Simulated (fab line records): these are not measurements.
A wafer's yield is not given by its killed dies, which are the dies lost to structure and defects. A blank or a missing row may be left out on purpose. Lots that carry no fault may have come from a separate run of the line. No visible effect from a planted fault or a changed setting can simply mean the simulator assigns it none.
Matching of chambers -- flow gf180mcu -- GF_STI_CMP_25 on cmp-02 has 4 sister chambers
The step polishes, stops on Si3N4, t overpolish 33 s, target thk 524.6 nm. 18 wafers are shown with their chamber, then 8 later ones without.

WAFERS, EACH WITH ITS CHAMBER
wafer,chamber,motor_current_A (A),retaining_ring_pressure_frac,time_to_endpoint_s (s)
L427.4,1,11.6,1.002,125
L427.5,2,11.2,1.000,119
L427.6,1,11.9,1.002,123
L426.1,1,12.8,0.991,122
L426.3,2,10.8,1.007,115
L426.6,2,10.8,1.005,119
L429.1,3,12.3,0.994,121
L429.5,1,12.5,0.999,125
L429.6,0,11.9,0.995,122
L431.2,2,10.6,1.001,123
L431.4,1,12.2,1.007,126
L431.5,2,10.6,0.999,125
L437.4,1,12.2,1.011,125
L437.6,2,10.3,1.009,124
L444.1,3,11.3,1.001,123
L444.2,1,11.7,1.008,128
L444.6,2,10.6,1.000,125
L446.2,3,12.0,1.006,126

SIGNATURES (means of the wafers above)
reading,chamber 0,chamber 1,chamber 2,chamber 3,scatter within a chamber
motor_current_A,11.900,12.129,10.700,11.867,0.387
retaining_ring_pressure_frac,0.99500,1.00286,1.00300,1.00033,0.00556
time_to_endpoint_s,122.00,124.86,121.43,123.33,2.97
Rule: for a wafer and a chamber, the distance is found by dividing, reading by reading, the gap between the wafer's reading and the chamber's mean by the reading's scatter, squaring, summing and taking the root. If the next closest chamber is less than 2 further off than the closest, the wafer can't be placed; otherwise it belongs to the closest. The scatter: take each reading less its chamber's mean, square it, sum over the shown wafers, divide by the number of wafers less the number of chambers, and take the root.

WAFERS MISSING THEIR CHAMBER
wafer,motor_current_A (A),retaining_ring_pressure_frac,time_to_endpoint_s (s)
L446.5,11.5,1.003,122
L446.6,12.8,1.002,130
L448.1,12.2,0.999,123
L448.2,10.6,1.004,121
L448.6,11.7,0.998,124
L449.1,11.8,0.999,121
L449.2,12.5,1.004,121
L449.4,10.2,1.006,124

CHAMBER TAKEN BY EACH
wafer,from the rows above,in truth
L446.5,can't be placed: 3 or 0 or 1 or 2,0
L446.6,can't be placed: 1 or 3 or 0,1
L448.1,can't be placed: 3 or 1 or 0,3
L448.2,2,2
L448.6,can't be placed: 3 or 0 or 1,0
L449.1,can't be placed: 0 or 3 or 1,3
L449.2,can't be placed: 1 or 3 or 0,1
L449.4,2,2
Correctly placed: 2 of 8. From these rows, 6 cannot be placed; in 6 the true chamber is one of the candidates. Placed wrongly: 0.
